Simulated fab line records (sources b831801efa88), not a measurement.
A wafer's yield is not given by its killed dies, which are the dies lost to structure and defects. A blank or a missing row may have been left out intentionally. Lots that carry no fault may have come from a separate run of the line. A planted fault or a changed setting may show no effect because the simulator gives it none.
Shared-tool check    flow gf180mcu    Lots sampled 13, wafers sampled 39

## REASON FOR OPENING
1 of 13 lots carry a flag on the reading VT_IMPLANT_4_TW at GF_VT_IMPLANT_TW_MEAS_43. Fault-free wafers read 690.0, with a standard deviation of 2.7.
Rule: a lot is flagged when every wafer of it that has a number lies more than 4 standard deviations from that mean, or none has a number. The rest of the lots are taken to be sound.

lot   measured      on             VT_IMPLANT_4_TW, wafer by wafer  flag
L150  day 7 09:41   film-metro-04  689.4 692.0 688.4                
L151  day 7 16:11   film-metro-01  689.6 690.6 691.8                
L152  day 7 23:35   film-metro-01  694.1 690.2 695.0                
L153  day 8 07:02   film-metro-01  691.8 694.2 690.5                
L158  day 9 23:41   film-metro-02  689.7 695.4 689.8                
L159  day 10 14:44  film-metro-01  691.5 692.7 693.7                
L160  day 11 00:03  film-metro-01  689.4 694.2 689.7                
L161  day 11 06:41  film-metro-01  685.5 689.6 689.7                
L162  day 11 07:53  film-metro-02  691.4 690.5 691.1                
L163  day 11 12:23  film-metro-01  691.4 690.5 689.3                
L164  day 11 12:49  film-metro-04  684.9 686.0 687.3                
L170  day 13 01:05  film-metro-02  692.5 693.2 695.3                
L172  day 13 17:26  film-metro-04  29.9 29.8 29.8                   FLAGGED
Averaged over the flagged lots the numbers come to 29.8, -660.2 from the usual (-99 or more standard deviations).

## TOOL THAT RAN EACH LOT
The record keeps 1 process step preceding the reading, out of 602 steps on the route. Every cell lists first the tool, next ch and the chambers used by the sampled wafers, and last the start.
lot   flag     GF_VT_IMPLANT_EXPOSE_37
L150           iline-stepper-02 ch 0, day 7 01:52
L151           iline-stepper-01 ch 0, day 7 07:49
L152           iline-stepper-02 ch 0, day 7 15:46
L153           iline-stepper-02 ch 0, day 7 22:12
L158           iline-stepper-02 ch 0, day 9 14:46
L159           iline-stepper-01 ch 0, day 10 05:48
L160           iline-stepper-01 ch 0, day 10 14:41
L161           iline-stepper-02 ch 0, day 10 21:40
L162           iline-stepper-02 ch 0, day 10 22:27
L163           iline-stepper-02 ch 0, day 11 03:08
L164           iline-stepper-01 ch 0, day 11 03:35
L170           iline-stepper-01 ch 0, day 12 15:26
L172  FLAGGED  iline-stepper-02 ch 0, day 13 07:21
What is done by these steps:
- GF_VT_IMPLANT_EXPOSE_37: exposes mask Nwell HV AREA, target cd 860 nm.
- GF_VT_IMPLANT_TW_MEAS_43

## FLAGGED OVER TOTAL, TOOL BY TOOL (the gauges that took the reading come last)
step                      tool              lots run  flagged  share of the flagged lots  sound lots run after its first flagged lot
GF_VT_IMPLANT_EXPOSE_37   iline-stepper-01  5         0        none                       -
GF_VT_IMPLANT_EXPOSE_37   iline-stepper-02  8         1        all                        0
GF_VT_IMPLANT_TW_MEAS_43  film-metro-01     7         0        none                       -
GF_VT_IMPLANT_TW_MEAS_43  film-metro-02     3         0        none                       -
GF_VT_IMPLANT_TW_MEAS_43  film-metro-04     3         1        all                        0

## WHAT IS ALLOWED BY THE TABLE
Rows of the table that ran all the flagged lots, 2 in number: iline-stepper-02 at GF_VT_IMPLANT_EXPOSE_37; film-metro-04 at GF_VT_IMPLANT_TW_MEAS_43.
- iline-stepper-02 at GF_VT_IMPLANT_EXPOSE_37: 1 of its 8 lots flagged. Last sound lot L163 at day 11 03:08, first flagged lot L172 at day 13 07:21; a fault beginning in between fits.
- film-metro-04 at GF_VT_IMPLANT_TW_MEAS_43: 1 of its 3 lots flagged. Last sound lot L164 at day 11 12:49, first flagged lot L172 at day 13 17:26; a fault beginning in between fits.
These 2 tools cannot be told apart by counting lots, since each of them fits a fault that started at some hour. More lots, or a look at what each step does to the wafer, might.

## WHAT WAS PUT IN BY THE SIMULATOR
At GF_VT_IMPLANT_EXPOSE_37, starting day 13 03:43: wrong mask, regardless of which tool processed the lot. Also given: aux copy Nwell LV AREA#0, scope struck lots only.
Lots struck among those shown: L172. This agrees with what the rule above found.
